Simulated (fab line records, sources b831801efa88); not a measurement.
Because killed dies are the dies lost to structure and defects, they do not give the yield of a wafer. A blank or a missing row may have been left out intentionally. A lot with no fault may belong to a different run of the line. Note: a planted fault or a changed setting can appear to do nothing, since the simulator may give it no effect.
A struck lot beside a sound one / flow sky130 / 17 out of 708 route steps
Sound: the wafers L479.1, L479.4, L479.5. The struck wafers were L486.2, L486.3, L486.5. The cause comes at the end.
Per side, at each step with rows, come the tool, then ch with its chambers, and then its first start. Under that, the readings that differ: sound wafers / struck wafers / difference of the means / sigmas: that difference in standard deviations of wafers without a fault.
alike: same words and numbers on both sides, and readings whose means sit less than 2 such deviations apart. not compared: any withheld reading, any reading some wafer has no value for, any bound like >300 that may hide the same value, and any number with overlapping values for which the record gives no deviation.
Wherever a step has rows on one side only, a row that says differs or no value, or a row with sigmas, the two part there. When numbers do not overlap yet have no deviation, they are printed without sigmas and do not part them. Lack of a reading on every wafer of one side parts them only where that side has two or more wafers.

first, 1 step without rows for these wafers: SKY_LDD_N_IMPLANT_15.
SKY_LDD_N_STRIP_16: strips in O2/N2.
  sound on plasmaAsher-01 ch 1, day 17 21:09; struck on plasmaAsher-02 ch 0, day 20 14:54
  alike: drypumpMotorCurrentA, oesProductAu, stripTimeToEndpointS
  not compared: rfHoursCounterH
SKY_LDD_N_TW_MEAS_17:
  sound on filmMetro-01, day 17 21:15; struck on filmMetro-03, day 20 15:01
  alike: LDD_N_TW
then, 7 steps without rows for these wafers: SKY_LDD_P_DEHYDRATE_00 (time 60 s); SKY_LDD_P_HMDS_01 (prime time 60 s); SKY_LDD_P_COAT_02 (resist thk 1140 nm); SKY_LDD_P_SOFTBAKE_03 (time 60 s); SKY_LDD_P_EXPOSE_04 (exposes mask PSDM, target cd 380 nm); SKY_LDD_P_PEB_05; SKY_LDD_P_DEVELOP_06 (develop time 60 s).
SKY_LDD_P_CD_MEAS_07 targets a cd of 380 nm.
  sound on cdSem-01, day 19 03:07; struck on cdSem-02, day 21 21:59
  alike: cdNm
SKY_LDD_P_OVL_MEAS_08:
  sound on overlay-02, day 19 03:14; struck on overlay-02, day 21 22:06
  alike: LDD_P_OVL
SKY_LDD_P_IMPLANT_09:
  sound on implanter-02 ch 0, day 19 03:16; struck on implanter-04 ch 0, day 21 22:09
reading=implantIonAmu; sound=49 49 49; struck=75 75 75; difference=+26; sigmas=
reading=model.implant.drpNm (nm); sound=11.41 11.41 11.41; struck=8.431 8.431 8.431; difference=-2.979; sigmas=
reading=model.implant.rpNm (nm); sound=20.84 20.84 20.84; struck=18.22 18.22 18.22; difference=-2.62; sigmas=
SKY_LDD_P_STRIP_10: strips in O2/N2.
  sound on plasmaAsher-02 ch 0,1, day 19 03:25; struck on plasmaAsher-04 ch 1, day 21 22:17
reading=drypumpMotorCurrentA (A); sound=5.1 5.9 5.1; struck=6.4 6.4 6.4; difference=+1.0; sigmas=+2
  alike: oesProductAu, stripTimeToEndpointS
  not compared: rfHoursCounterH
SKY_LDD_P_TW_MEAS_11:
  sound on filmMetro-03, day 19 03:31; struck on filmMetro-04, day 21 22:23
reading=LDD_P_TW; sound=634.6 635.8 633.0; struck=1064.4 1063.0 1065.0; difference=+429.7; sigmas=+99 or more
then, 1 step without rows for these wafers: SKY_LDD_HVN_DEHYDRATE_00 (time 60 s).
-- the record jumps here: 26 days lie between the struck wafers' starts before and after (it left off in module LDD_HVN and takes up again in module PAD_OPEN, whose first step shown is number 708 of the route) --
SKY_PAD_OPEN_PROBE_99:
  sound on prober-02, day 45 19:49; struck on prober-01, day 47 16:12
reading=model.etest.pfet_01v8.rOnOhmUm; sound=2901 2842 2885; struck=4304 4339 4308; difference=+1441; sigmas=
reading=model.etest.pfetG5v0d10v5.rOnOhmUm; sound=4801 4746 4722; struck=4921 4933 4808; difference=+131; sigmas=
reading=model.etest.pfet_01v8.driveUaUm; sound=192.4 196.8 194.7; struck=128 126.8 128.4; difference=-67; sigmas=
reading=model.etest.pfet_01v8_hvt.driveUaUm; sound=143.4 146.6 146.2; struck=92.4 90.54 91.93; difference=-53.8; sigmas=
reading=model.etest.sramPfetLatch.driveUaUm; sound=142.4 142.9 141.3; struck=84.02 93.89 91.44; difference=-52.42; sigmas=
reading=model.etest.pfet_01v8_mvt.driveUaUm; sound=153.3 154.3 154.5; struck=125.1 123.8 125.6; difference=-29.2; sigmas=
reading=model.etest.pfet_01v8_lvt.driveUaUm; sound=173.1 175 173.9; struck=148.6 149.2 149.6; difference=-24.9; sigmas=
reading=model.etest.pfetG5v0d10v5.driveUaUm; sound=343.5 349.3 350.9; struck=335.7 337.1 341.3; difference=-9.9; sigmas=

## WHERE THEY PART
Last at SKY_LDD_P_TW_MEAS_11 as far as this record goes, first at SKY_LDD_P_STRIP_10.

WHY: the cause the simulator had injected
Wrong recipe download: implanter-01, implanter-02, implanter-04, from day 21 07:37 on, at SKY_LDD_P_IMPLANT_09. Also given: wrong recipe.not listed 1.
